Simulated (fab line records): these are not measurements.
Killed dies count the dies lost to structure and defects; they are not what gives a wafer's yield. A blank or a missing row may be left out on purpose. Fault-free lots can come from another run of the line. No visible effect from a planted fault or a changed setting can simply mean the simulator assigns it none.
A struck lot beside a sound one || flow gf180mcu || 23 out of 602 route steps
Sound: these wafers, L857.2, L857.5, L857.6. Struck: wafer L867.6. (L867.2, L867.3 of the same lot were not struck and are left out.) The cause comes at the end.
Per side, at each step with rows, come the tool, then ch with its chambers, and then its first start. Under that, the readings that differ: sound wafers || struck wafers || difference of the means || sigmas: that difference in standard deviations of wafers without a fault.
alike: a reading whose means differ by less than 2 such deviations, as well as words and numbers matching on both sides. not compared: withheld readings; readings where some wafer has no value; bounds like >300 that might hide an equal value; numbers whose values overlap and for which the record gives no deviation.
Wherever a step has rows on one side only, a row that says differs or no value, or a row with sigmas, the two part there. Numbers that have no deviation but don't overlap get no sigmas and don't part them. A reading that every wafer of one side lacks parts them only if that side has two wafers or more.

first, 5 steps without rows for these wafers: GF_MVSD_COAT_02 (resist thk 3000 nm); GF_MVSD_SOFTBAKE_03; GF_MVSD_EXPOSE_04 (exposes mask MVSD, target cd 1000 nm); GF_MVSD_PEB_05; GF_MVSD_DEVELOP_06 (develop time 60 s).
GF_MVSD_OVL_MEAS_07:
  sound on overlay-02, day 4 20:16; struck on overlay-01, day 7 08:43
  alike: MVSD_OVL
then, 2 steps without rows for these wafers: GF_MVSD_IMPLANT_08; GF_MVSD_IMPLANT_09.
GF_MVSD_STRIP_10: strips in O2/N2.
  sound on plasmaAsher-01 ch 0,1, day 4 20:36; struck on plasmaAsher-01 ch 0, day 7 09:03
{"reading": "stripTimeToEndpointS (s)", "sound": "36.76 36.76 36.75", "struck": 37.00, "difference": "+0.24", "sigmas": "+2"}
  alike: drypumpMotorCurrentA, heaterPowerW, oesProductAu
  not compared: rfHoursCounterH
GF_MVSD_TW_MEAS_11:
  sound on filmMetro-02, day 4 20:43; struck on filmMetro-02, day 7 09:10
  alike: MVSD_TW
then, 2 steps without rows for these wafers: GF_MVPSD_DEHYDRATE_00 (time 60 s); GF_MVPSD_HMDS_01 (prime time 60 s).
GF_MVPSD_COAT_02: resist thk 3000 nm.
  sound on lithoTrack-03 ch 0, day 5 03:41; struck on lithoTrack-03 ch 0, day 7 16:53
{"reading": "model.coat_of_MVPSD_COAT_02.thkNm (nm)", "sound": "3009 3005 2997", "struck": 2243, "difference": -761, "sigmas": ""}
then, 3 steps without rows for these wafers: GF_MVPSD_SOFTBAKE_03; GF_MVPSD_EXPOSE_04 (exposes mask MVPSD, target cd 1000 nm); GF_MVPSD_PEB_05.
GF_MVPSD_DEVELOP_06: develop time 60 s.
  sound: lithoTrack-04 ch 0; struck: lithoTrack-04 ch 0
{"reading": "model.coat_of_MVPSD_COAT_02.thkNm (nm)", "sound": "3008 3004 2996", "struck": 2242, "difference": -761, "sigmas": ""}
GF_MVPSD_OVL_MEAS_07:
  sound on overlay-01, day 5 10:49; struck on overlay-02, day 8 01:13
  alike: MVPSD_OVL
then, 2 steps without rows for these wafers: GF_MVPSD_IMPLANT_08; GF_MVPSD_IMPLANT_09.
GF_MVPSD_STRIP_10: strips in O2/N2.
  sound on plasmaAsher-04 ch 0,1, day 5 11:09; struck on plasmaAsher-01 ch 0, day 8 01:33
{"reading": "stripTimeToEndpointS (s)", "sound": "37.06 37.02 36.90", "struck": 28.23, "difference": -8.76, "sigmas": -88}
  alike: drypumpMotorCurrentA, heaterPowerW, oesProductAu
  not compared: rfHoursCounterH
GF_MVPSD_TW_MEAS_11:
  sound on filmMetro-03, day 5 11:16; struck on filmMetro-02, day 8 01:40
  alike: MVPSD_TW
-- the record jumps here: 25 days lie between the struck wafers' starts before and after (it left off in module MVPSD and takes up again in module PASSIVATION, whose first step shown is number 602 of the route) --
GF_PASSIVATION_PROBE_99:
  only the struck wafers here have rows in the record (prober-01, day 32 15:47); the sound ones have none

## WHERE THEY PART
At GF_MVSD_STRIP_10 first; at GF_PASSIVATION_PROBE_99 last (within this record only).

WHY: what the simulator had put in
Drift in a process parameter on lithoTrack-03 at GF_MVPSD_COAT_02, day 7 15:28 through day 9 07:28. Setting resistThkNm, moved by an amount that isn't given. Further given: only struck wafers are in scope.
